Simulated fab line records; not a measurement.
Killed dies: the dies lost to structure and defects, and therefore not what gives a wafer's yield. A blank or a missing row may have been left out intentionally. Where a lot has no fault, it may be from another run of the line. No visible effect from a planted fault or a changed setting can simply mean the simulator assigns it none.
fab line records + flow sfq-line
record:
- lots: 6
- wafers: 18
- last-day: 87
route steps=325 shown M1@66 I1@73
lots that met no fault: from a run of the same line without faults
start-h: the number of hours between the record's first day and the start of the first shown wafer of the lot + wait-h: hours from the lot's prior step to this one + " repeats the value in the row above + L1.1+2: a single row standing in for several wafers + - value missing, or start not given + * or withheld: withheld + < > ~ a bound
route shown NAME@n: names a module that has steps shown in the file, with the first one's number in the route + usual: mean/standard deviation taken from wafers without a fault + same: alike in all rows + chamber/n: place in a boat + sites: each site's reading + _std_site: the standard deviation of these + _edge_site: mean of outer sites minus mean of inner sites + radius-mm: for every site, how far away it sits from the centre of the wafer + mask NAME#n: copy n + behind: the last tool/chamber to shape the wafer + hold: cause of the lot's hold/its duration in hours/its outcome + device: which transistor (n, p or np) failed to switch + end of line: the same wafers' tests at the end of the route + step lacking rows: just its recipe + killed: the dies lost at the first sort to structure and to defects; this is not the yield of the wafer + map: the dies of a wafer, with x for killed, . for not killed, _ for no die there
set.NAME: the setting the step ran with; set.NAME@STEP: the setting that earlier step ran with + model.NAME: the simulator's own value behind a step, which no gauge read
lots at selected steps of the route; one table per step, one row per wafer
services: when a tool's chamber went out of use (start-h, in hours from the record's first day, below 0 if earlier), for how many hours, and the reason
== steps ==
step: SFQ_TRILAYER_M1_LITHO_PEB_042
recipe:
- peb-temp-c: 115
- peb-time-s: 60
- resist: KrF
step: SFQ_TRILAYER_M1_LITHO_DEVELOP_041
recipe:
- time-s: 60
- resist: KrF
step: SFQ_M1_OVL_MEAS_911
usual:
- M1_OVL: -1/5.9
| lot.wafer | tool       | chamber | start-h | wait-h | M1_OVL[nm] |
|-----------|------------|---------|---------|--------|------------|
| L570.1    | overlay-02 | -       | 472.29  | 0.1    | -2         |
| L570.3    | "          | -       | "       | "      | -4         |
| L570.5    | "          | -       | "       | "      | -2         |
| L573.1    | overlay-01 | -       | 496.42  | 0.1    | -9         |
| L573.2    | "          | -       | "       | "      | -3         |
| L573.4    | "          | -       | "       | "      | -3         |
| L579.2    | overlay-02 | -       | 550.55  | 0.1    | -1         |
| L579.4    | "          | -       | "       | "      | -4         |
| L579.5    | "          | -       | "       | "      | -3         |
| L580.2    | overlay-02 | -       | 551.75  | 0.1    | 0          |
| L580.5    | "          | -       | "       | "      | -12        |
| L580.6    | "          | -       | "       | "      | -6         |
| L584.1    | overlay-01 | -       | 748.73  | 0.1    | -1         |
| L584.5    | "          | -       | "       | "      | -1         |
| L584.6    | "          | -       | "       | "      | -2         |
| L586.2    | overlay-01 | -       | 759.06  | 0.1    | -8         |
| L586.4    | "          | -       | "       | "      | -5         |
| L586.5    | "          | -       | "       | "      | 2          |
step: SFQ_TRILAYER_M1_BARC_OPEN_METAL_ETCH_054
recipe:
- mask-material: PR
- chemistry: O2
- target-depth-nm: 125
- target: BARC
- icp-w: 600
- bias-w: 80
- pressure-mtorr: 10
- time-s: 41.7
step: SFQ_TRILAYER_M1_ETCH_METAL_ETCH_042
recipe:
- target: Nb
- stop-on: SiO2
- mask-material: PR
- chemistry: Cl2/Ar
- target-depth-nm: 240
- icp-w: 600
- bias-w: 80
- pressure-mtorr: 10
- time-s: 120
usual:
- drypump-motor-current-A: 5.7/0.33
- oes-product-au: 0.898/0.0087
| lot.wafer | tool         | chamber | start-h | wait-h | drypump-motor-current-A | oes-product-au | rf-hours-counter-h |
|-----------|--------------|---------|---------|--------|-------------------------|----------------|--------------------|
| L570.1    | rie-metal-03 | 1       | 472.39  | 0.0    | 6.0                     | 0.915          | 70                 |
| L570.3    | "            | 1       | "       | "      | 6.0                     | 0.905          | -                  |
| L570.5    | "            | 1       | "       | "      | 6.0                     | 0.889          | -                  |
| L573.1    | rie-metal-02 | 1       | 496.51  | 0.0    | 5.8                     | 0.903          | 165                |
| L573.2    | "            | 0       | "       | "      | 5.6                     | 0.893          | 75                 |
| L573.4    | "            | 0       | "       | "      | 5.6                     | 0.898          | -                  |
| L579.2    | rie-metal-04 | 1       | 550.74  | 0.1    | 5.8                     | 0.888          | -                  |
| L579.4    | "            | 1       | "       | "      | 5.8                     | 0.889          | -                  |
| L579.5    | "            | 1       | "       | "      | 5.8                     | 0.878          | -                  |
| L580.2    | rie-metal-03 | 0       | 551.84  | 0.0    | 5.9                     | 0.886          | 18                 |
| L580.5    | "            | 1       | "       | "      | 5.9                     | 0.892          | -                  |
| L580.6    | "            | 0       | "       | "      | 5.9                     | 0.891          | -                  |
| L584.1    | rie-metal-02 | 1       | 748.83  | 0.0    | 5.7                     | 0.894          | 26                 |
| L584.5    | "            | 0       | "       | "      | 5.6                     | 0.900          | -                  |
| L584.6    | "            | 1       | "       | "      | 5.8                     | 0.877          | -                  |
| L586.2    | rie-metal-03 | 0       | 759.15  | 0.0    | 5.9                     | 0.896          | 49                 |
| L586.4    | "            | 0       | "       | "      | 5.9                     | 0.898          | -                  |
| L586.5    | "            | 0       | "       | "      | 5.9                     | 0.899          | -                  |
step: SFQ_TRILAYER_M1_STRIP_STRIP_043
recipe:
- gas: O2
- power-w: 200
- platen-temp-c: 40
- overash-fraction: 0.65
- chemistry: O2
- pressure-mtorr: 50
step: SFQ_TRILAYER_M1_STRIP_SOLV_CLEAN_044
recipe:
- chemistry: NMP
- temp-c: 70
- time-s: 600
step: SFQ_TRILAYER_I1_DEP_PECVD_045
recipe:
- material: SiO2
- temp-c: 150
- time-s: 111.11
- pressure-torr: 2.4
- rf-w: 183.3
- precursor: SiH4/N2O
- target-thk-nm: 500
usual:
- heater-power-w: 90/16
- throttle-valve-pct: 26.0/1.3
| lot.wafer | tool     | chamber | start-h | wait-h | heater-power-w | throttle-valve-pct |
|-----------|----------|---------|---------|--------|----------------|--------------------|
| L570.1    | pecvd-01 | 2       | 473.29  | 0.0    | 71             | 26.6               |
| L570.3    | "        | 0       | "       | "      | 71             | 25.4               |
| L570.5    | "        | 1       | "       | "      | 96             | 24.2               |
| L573.1    | pecvd-01 | 0       | 497.41  | 0.0    | 76             | 25.5               |
| L573.2    | "        | 2       | "       | "      | 76             | 26.8               |
| L573.4    | "        | 1       | "       | "      | 97             | 24.5               |
| L579.2    | pecvd-02 | 1       | 552.32  | 0.0    | 84             | 25.2               |
| L579.4    | "        | 0       | "       | "      | 87             | 27.1               |
| L579.5    | "        | 2       | "       | "      | 84             | 25.9               |
| L580.2    | pecvd-03 | 0       | 552.74  | 0.0    | 72             | 25.3               |
| L580.5    | "        | 2       | "       | "      | 104            | 28.6               |
| L580.6    | "        | 1       | "       | "      | 128            | 25.7               |
| L584.1    | pecvd-02 | 0       | 749.73  | 0.0    | 81             | 27.1               |
| L584.5    | "        | 0       | "       | "      | 85             | 27.0               |
| L584.6    | "        | 2       | "       | "      | 103            | 25.7               |
| L586.2    | pecvd-02 | 2       | 760.05  | 0.0    | 91             | 25.9               |
| L586.4    | "        | 2       | "       | "      | 93             | 25.8               |
| L586.5    | "        | 0       | "       | "      | 90             | 27.0               |
step: SFQ_TRILAYER_I1_CMP_CMP_046
recipe:
- material: SiO2
- down-force-psi: 3
- platen-rpm: 60
- pad-velocity-m-s: 0.94248
usual:
- edge-zone-pressure-frac: 0.999/0.005
- motor-current-A: 9.9/1.4
- time-to-endpoint-s: 217/7.2
| lot.wafer | tool   | chamber | start-h | wait-h | edge-zone-pressure-frac | motor-current-A | time-to-endpoint-s |
|-----------|--------|---------|---------|--------|-------------------------|-----------------|--------------------|
| L570.1    | cmp-02 | 2       | 473.37  | 0.0    | 0.994                   | 8.8             | 213                |
| L570.3    | "      | 3       | "       | "      | 0.991                   | 9.7             | 211                |
| L570.5    | "      | 3       | 475.87  | 2.5    | 0.992                   | 9.3             | 218                |
| L573.2    | cmp-01 | 1       | 500.37  | 2.9    | 1.000                   | 10.8            | 220                |
| L573.1    | "      | 2       | "       | "      | 0.996                   | 7.9             | 212                |
| L573.4    | "      | 3       | "       | "      | 0.996                   | 12.3            | 241                |
| L579.2    | cmp-01 | 1       | 552.40  | 0.0    | 0.996                   | 9.4             | 213                |
| L579.4    | "      | 0       | 553.90  | 1.5    | 1.003                   | 8.5             | 221                |
| L579.5    | "      | 2       | 554.90  | 2.5    | 0.997                   | 7.6             | 213                |
| L580.2    | cmp-02 | 2       | 553.67  | 0.9    | 1.001                   | 9.1             | 216                |
| L580.6    | "      | 2       | 555.67  | 2.9    | 1.002                   | 9.1             | 226                |
| L580.5    | "      | 3       | "       | "      | 1.006                   | 9.2             | 221                |
| L584.1    | cmp-02 | 0       | 752.08  | 2.3    | 0.997                   | 10.0            | 205                |
| L584.5    | "      | 1       | "       | "      | 0.992                   | 12.0            | 216                |
| L584.6    | "      | 2       | "       | "      | 0.999                   | 9.1             | 215                |
| L586.2    | cmp-01 | 0       | 766.69  | 6.6    | 1.002                   | 8.2             | 204                |
| L586.4    | "      | 2       | 767.69  | 7.6    | 0.999                   | 8.3             | 210                |
| L586.5    | "      | 0       | 768.69  | 8.6    | 1.003                   | 8.5             | 214                |
step: SFQ_I1_BOW_MEAS_912
recipe:
- mode: bow
usual:
- I1_BOW: 1/8.1
| lot.wafer | tool          | chamber | start-h | wait-h | I1_BOW[um] |
|-----------|---------------|---------|---------|--------|------------|
| L570.1    | film-metro-02 | -       | 476.37  | 2.5    | 21         |
| L570.3    | "             | -       | "       | "      | 11         |
| L570.5    | "             | -       | "       | "      | 2          |
| L573.1    | film-metro-01 | -       | 503.37  | 2.0    | -10        |
| L573.2    | "             | -       | "       | "      | 2          |
| L573.4    | "             | -       | "       | "      | 4          |
| L579.2    | film-metro-01 | -       | 555.42  | 2.5    | 3          |
| L579.4    | "             | -       | "       | "      | -3         |
| L579.5    | "             | -       | "       | "      | 9          |
| L580.2    | film-metro-03 | -       | 556.69  | 2.5    | -4         |
| L580.5    | "             | -       | "       | "      | 5          |
| L580.6    | "             | -       | "       | "      | 8          |
| L584.1    | film-metro-01 | -       | 753.58  | 1.0    | 0          |
| L584.5    | "             | -       | "       | "      | -10        |
| L584.6    | "             | -       | "       | "      | -9         |
| L586.2    | film-metro-02 | -       | 769.71  | 2.5    | 13         |
| L586.4    | "             | -       | "       | "      | 16         |
| L586.5    | "             | -       | "       | "      | 15         |
step: SFQ_TRILAYER_I1_METRO_MEASURE_047
step: SFQ_TRILAYER_I1_VIA_LITHO_COAT_054
recipe:
- resist: BARC
- spin-rpm: 3000
- resist-thk-nm: 62
step: SFQ_TRILAYER_I1_VIA_LITHO_COAT_049
recipe:
- resist: KrF
- spin-rpm: 3000
- resist-thk-nm: 650
| lot.wafer | tool           | chamber | start-h | wait-h | model.KrF_of_TRILAYER_I1_VIA_LITHO_COAT_049.thk-nm |
|-----------|----------------|---------|---------|--------|----------------------------------------------------|
| L570.1    | litho-track-01 | 0       | 477.99  | 0.2    | 649.6                                              |
| L570.3    | "              | 0       | "       | "      | 649.8                                              |
| L570.5    | "              | 0       | "       | "      | 649.9                                              |
| L573.1    | litho-track-03 | 0       | 504.99  | 0.2    | 648.6                                              |
| L573.2    | "              | 0       | "       | "      | 646                                                |
| L573.4    | "              | 0       | "       | "      | 646.9                                              |
| L579.2    | litho-track-03 | 0       | 557.07  | 0.2    | 663                                                |
| L579.4+5  | "              | 0       | "       | "      | 662.4                                              |
| L580.2    | litho-track-03 | 0       | 558.34  | 0.2    | 661.4                                              |
| L580.5    | "              | 0       | "       | "      | 662.1                                              |
| L580.6    | "              | 0       | "       | "      | 663.4                                              |
| L584.1    | litho-track-04 | 0       | 755.20  | 0.2    | 650.8                                              |
| L584.5    | "              | 0       | "       | "      | 650.9                                              |
| L584.6    | "              | 0       | "       | "      | 652.7                                              |
| L586.2    | litho-track-04 | 0       | 771.36  | 0.2    | 651.6                                              |
| L586.4    | "              | 0       | "       | "      | 651.1                                              |
| L586.5    | "              | 0       | "       | "      | 649.8                                              |
step: SFQ_TRILAYER_I1_VIA_LITHO_SOFTBAKE_053
recipe:
- temp-c: withheld
- time-s: withheld
- resist: KrF
step: SFQ_TRILAYER_I1_VIA_LITHO_EXPOSE_050
recipe:
- mask-id: I1
- na: 0.6
- source-shape: conventional
- sigma-outer: 0.65
- target-cd-nm: 500
- dose-mj: 21.3
step: SFQ_TRILAYER_I1_VIA_LITHO_PEB_052
recipe:
- peb-temp-c: 115
- peb-time-s: 60
- resist: KrF
step: SFQ_TRILAYER_I1_VIA_LITHO_DEVELOP_051
recipe:
- time-s: 60
- resist: KrF
step: SFQ_I1_OVL_MEAS_913
usual:
- I1_OVL: -2/5.2
| lot.wafer | tool       | chamber | start-h | wait-h | I1_OVL[nm] |
|-----------|------------|---------|---------|--------|------------|
| L570.1    | overlay-01 | -       | 629.36  | 0.1    | -3         |
| L570.3    | "          | -       | "       | "      | -8         |
| L570.5    | "          | -       | "       | "      | -1         |
| L573.1    | overlay-02 | -       | 653.36  | 0.1    | 1          |
| L573.2    | "          | -       | "       | "      | 3          |
| L573.4    | "          | -       | "       | "      | 6          |
| L579.2    | overlay-02 | -       | 707.94  | 0.1    | 0          |
| L579.4    | "          | -       | "       | "      | 2          |
| L579.5    | "          | -       | "       | "      | 3          |
| L580.2    | overlay-02 | -       | 710.34  | 0.1    | -14        |
| L580.5    | "          | -       | "       | "      | -7         |
| L580.6    | "          | -       | "       | "      | -10        |
| L584.1    | overlay-02 | -       | 769.40  | 0.1    | 4          |
| L584.5    | "          | -       | "       | "      | 4          |
| L584.6    | "          | -       | "       | "      | -4         |
| L586.2    | overlay-01 | -       | 775.63  | 0.1    | -2         |
| L586.4    | "          | -       | "       | "      | -1         |
| L586.5    | "          | -       | "       | "      | 5          |
step: SFQ_TRILAYER_I1_VIA_BARC_OPEN_VIA_ETCH_071
recipe:
- mask-material: PR
- chemistry: O2
- target-depth-nm: 125
- target: BARC
- source-w: 500
- bias-w: 80
- pressure-mtorr: 30
- time-s: 41.7
usual:
- drypump-motor-current-A: 5.8/0.51
- oes-product-au: 0.686/0.0045
| lot.wafer | tool        | chamber | start-h | wait-h | drypump-motor-current-A | oes-product-au | rf-hours-counter-h |
|-----------|-------------|---------|---------|--------|-------------------------|----------------|--------------------|
| L570.1    | rie-diel-01 | 1       | 629.40  | 0.0    | 5.9                     | 0.686          | 11                 |
| L570.3    | "           | 0       | "       | "      | 5.8                     | 0.685          | 51                 |
| L570.5    | "           | 0       | "       | "      | 5.8                     | 0.688          | -                  |
| L573.1    | rie-diel-02 | 2       | 653.40  | 0.0    | 6.0                     | 0.683          | 5                  |
| L573.2    | "           | 0       | "       | "      | 5.7                     | 0.683          | 32                 |
| L573.4    | "           | 3       | "       | "      | 5.5                     | 0.687          | 3                  |
| L579.2    | rie-diel-01 | 2       | 707.97  | 0.0    | 6.0                     | 0.687          | 11                 |
| L579.4    | "           | 0       | "       | "      | 5.8                     | 0.681          | 52                 |
| L579.5    | "           | 2       | "       | "      | 6.0                     | 0.686          | -                  |
| L580.2    | rie-diel-02 | 3       | 710.37  | 0.0    | 5.5                     | 0.687          | 3                  |
| L580.5    | "           | 0       | "       | "      | 5.6                     | 0.691          | -                  |
| L580.6    | "           | 1       | "       | "      | 5.0                     | 0.690          | -                  |
| L584.1    | rie-diel-03 | 1       | 769.44  | 0.0    | 5.2                     | 0.688          | 9                  |
| L584.5    | "           | 0       | "       | "      | 6.1                     | 0.694          | -                  |
| L584.6    | "           | 1       | "       | "      | 5.2                     | 0.687          | -                  |
| L586.2    | rie-diel-02 | 1       | 775.66  | 0.0    | 4.9                     | 0.691          | 2                  |
| L586.4    | "           | 2       | "       | "      | 6.0                     | 0.687          | 6                  |
| L586.5    | "           | 3       | "       | "      | 5.5                     | 0.690          | -                  |
step: SFQ_TRILAYER_I1_VIA_ETCH_VIA_ETCH_052
recipe:
- target: SiO2
- stop-on: Nb
- mask-material: PR
- taper-deg: 20
- chemistry: CHF3
- target-depth-nm: 260
- source-w: 500
- bias-w: 80
- pressure-mtorr: 30
- time-s: withheld
usual:
- drypump-motor-current-A: 5.8/0.51
- oes-product-au: 0.856/0.0053
| lot.wafer | tool        | chamber | start-h | wait-h | drypump-motor-current-A | oes-product-au | model.KrF_of_TRILAYER_I1_VIA_LITHO_COAT_049.thk-nm |
|-----------|-------------|---------|---------|--------|-------------------------|----------------|----------------------------------------------------|
| L570.1    | rie-diel-01 | 1       | 629.44  | 0.0    | 5.9                     | 0.851          | 530.5                                              |
| L570.3    | "           | 0       | "       | "      | 5.8                     | 0.857          | 526.1                                              |
| L570.5    | "           | 0       | "       | "      | 5.8                     | 0.866          | 525.9                                              |
| L573.1    | rie-diel-02 | 2       | 653.44  | 0.0    | 6.0                     | 0.856          | 527.4                                              |
| L573.2    | "           | 0       | "       | "      | 5.6                     | 0.855          | 521.6                                              |
| L573.4    | "           | 3       | "       | "      | 5.5                     | 0.855          | 526.9                                              |
| L579.2    | rie-diel-01 | 2       | 708.01  | 0.0    | 6.0                     | 0.862          | 541.7                                              |
| L579.4    | "           | 0       | "       | "      | 5.8                     | 0.853          | 539.3                                              |
| L579.5    | "           | 2       | "       | "      | 6.0                     | 0.846          | 541.6                                              |
| L580.2    | rie-diel-02 | 3       | 710.41  | 0.0    | 5.5                     | 0.863          | 540.5                                              |
| L580.5    | "           | 0       | "       | "      | 5.6                     | 0.860          | 539.1                                              |
| L580.6    | "           | 1       | "       | "      | 4.9                     | 0.860          | 544.2                                              |
| L584.1    | rie-diel-03 | 1       | 769.48  | 0.0    | 5.2                     | 0.857          | 531.8                                              |
| L584.5    | "           | 0       | "       | "      | 6.1                     | 0.847          | 530.3                                              |
| L584.6    | "           | 1       | "       | "      | 5.2                     | 0.853          | 534.2                                              |
| L586.2    | rie-diel-02 | 1       | 775.70  | 0.0    | 4.9                     | 0.849          | 532.1                                              |
| L586.4    | "           | 2       | "       | "      | 6.0                     | 0.854          | 529.8                                              |
| L586.5    | "           | 3       | "       | "      | 5.5                     | 0.860          | 528                                                |
step: SFQ_TRILAYER_I1_VIA_STRIP_STRIP_053
recipe:
- gas: O2
- power-w: 200
- platen-temp-c: 40
- overash-fraction: 0.65
- chemistry: O2
- pressure-mtorr: 50
usual:
- drypump-motor-current-A: 5.9/0.39
- oes-product-au: 0.999/0.0095
| lot.wafer | tool         | chamber | start-h | wait-h | drypump-motor-current-A | oes-product-au | rf-hours-counter-h |
|-----------|--------------|---------|---------|--------|-------------------------|----------------|--------------------|
| L570.1    | rie-metal-04 | 1       | 629.55  | -      | 5.8                     | 0.998          | 96                 |
| L570.3    | "            | 1       | "       | "      | 5.8                     | 1.003          | -                  |
| L570.5    | "            | 1       | "       | "      | 5.8                     | 1.005          | -                  |
| L573.1    | rie-metal-04 | 0       | 653.55  | -      | 5.0                     | 1.015          | 10                 |
| L573.2    | "            | 1       | "       | "      | 5.8                     | 0.998          | 100                |
| L573.4    | "            | 0       | "       | "      | 5.0                     | 1.011          | -                  |
| L579.2    | rie-metal-03 | 1       | 708.12  | -      | 6.0                     | 0.989          | 108                |
| L579.4    | "            | 1       | "       | "      | 6.0                     | 1.000          | -                  |
| L579.5    | "            | 1       | "       | "      | 6.0                     | 0.990          | -                  |
| L580.2    | rie-metal-04 | 1       | 710.52  | -      | 5.8                     | 1.005          | 103                |
| L580.5    | "            | 0       | "       | "      | 5.0                     | 1.012          | -                  |
| L580.6    | "            | 1       | "       | "      | 5.8                     | 0.999          | -                  |
| L584.1    | rie-metal-01 | 0       | 769.59  | -      | 6.1                     | 1.008          | 52                 |
| L584.5    | "            | 1       | "       | "      | 6.3                     | 1.000          | -                  |
| L584.6    | "            | 0       | "       | "      | 6.1                     | 1.009          | -                  |
| L586.2    | rie-metal-04 | 1       | 775.82  | -      | 5.8                     | 0.994          | 111                |
| L586.4    | "            | 0       | "       | "      | 5.0                     | 1.017          | -                  |
| L586.5    | "            | 1       | "       | "      | 5.8                     | 0.994          | -                  |
== services ==
| tool         | chamber | start-h | hours | kind   |
|--------------|---------|---------|-------|--------|
| rie-diel-02  | -       | 468.51  | 2.8   | pm     |
| rie-diel-01  | 0       | 471.12  | 86.8  | repair |
| cmp-01       | -       | 471.89  | 1.7   | repair |
| rie-metal-04 | 1       | 508.93  | 13.8  | repair |
| rie-diel-02  | 3       | 534.14  | 6.5   | repair |
| cmp-01       | -       | 572.29  | 4.0   | pm     |
| cmp-01       | -       | 583.75  | 0.2   | repair |
| pecvd-02     | 2       | 593.37  | 2.2   | repair |
| cmp-02       | -       | 595.34  | 6.7   | pm     |
| cmp-01       | -       | 606.10  | 3.1   | repair |
| rie-diel-01  | 2       | 613.79  | 11.0  | repair |
| rie-metal-04 | 0       | 620.99  | 2.5   | repair |
| rie-diel-02  | 0       | 634.64  | 4.2   | repair |
| rie-diel-01  | 1       | 648.73  | 5.3   | repair |
| rie-diel-02  | 2       | 665.90  | 5.3   | repair |
| rie-diel-02  | 3       | 666.00  | 3.9   | repair |
| rie-metal-04 | -       | 676.44  | 28.1  | pm     |
| rie-diel-02  | 2       | 678.14  | 3.0   | repair |
| rie-diel-02  | -       | 683.44  | 4.3   | pm     |
| rie-diel-01  | 2       | 727.50  | 11.3  | repair |
| rie-diel-01  | -       | 744.76  | 0.7   | repair |
| rie-diel-02  | 2       | 751.22  | 9.7   | repair |
| rie-metal-04 | -       | 759.05  | 4.3   | pm     |
| rie-diel-01  | 2       | 775.77  | 6.1   | repair |
== key ==
first-sign none at tools or gauges
model-effect:
- step: SFQ_TRILAYER_I1_VIA_LITHO_COAT_049
- value: KrF_of_TRILAYER_I1_VIA_LITHO_COAT_049.thk-nm
- without: 653.6
- struck: 662.4
model-effect:
- step: SFQ_TRILAYER_I1_VIA_ETCH_VIA_ETCH_052
- value: KrF_of_TRILAYER_I1_VIA_LITHO_COAT_049.thk-nm
- without: 532.2
- struck: 541.1
met-at SFQ_TRILAYER_I1_VIA_LITHO_COAT_049
struck-wafers L579.2,L579.4,L579.5,L580.2,L580.5,L580.6
onset-between 504.99 557.07
fault:
- kind: process-parameter-drift
- tool: litho-track-03
- chamber: -
- onset-h: 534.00
- steps: SFQ_TRILAYER_I1_VIA_LITHO_COAT_049
- channel: resist-thk-nm
- offset: 8.7999
- shape: step
- end-h: 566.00
- acts-in: these-recipes-only
- stated: 650
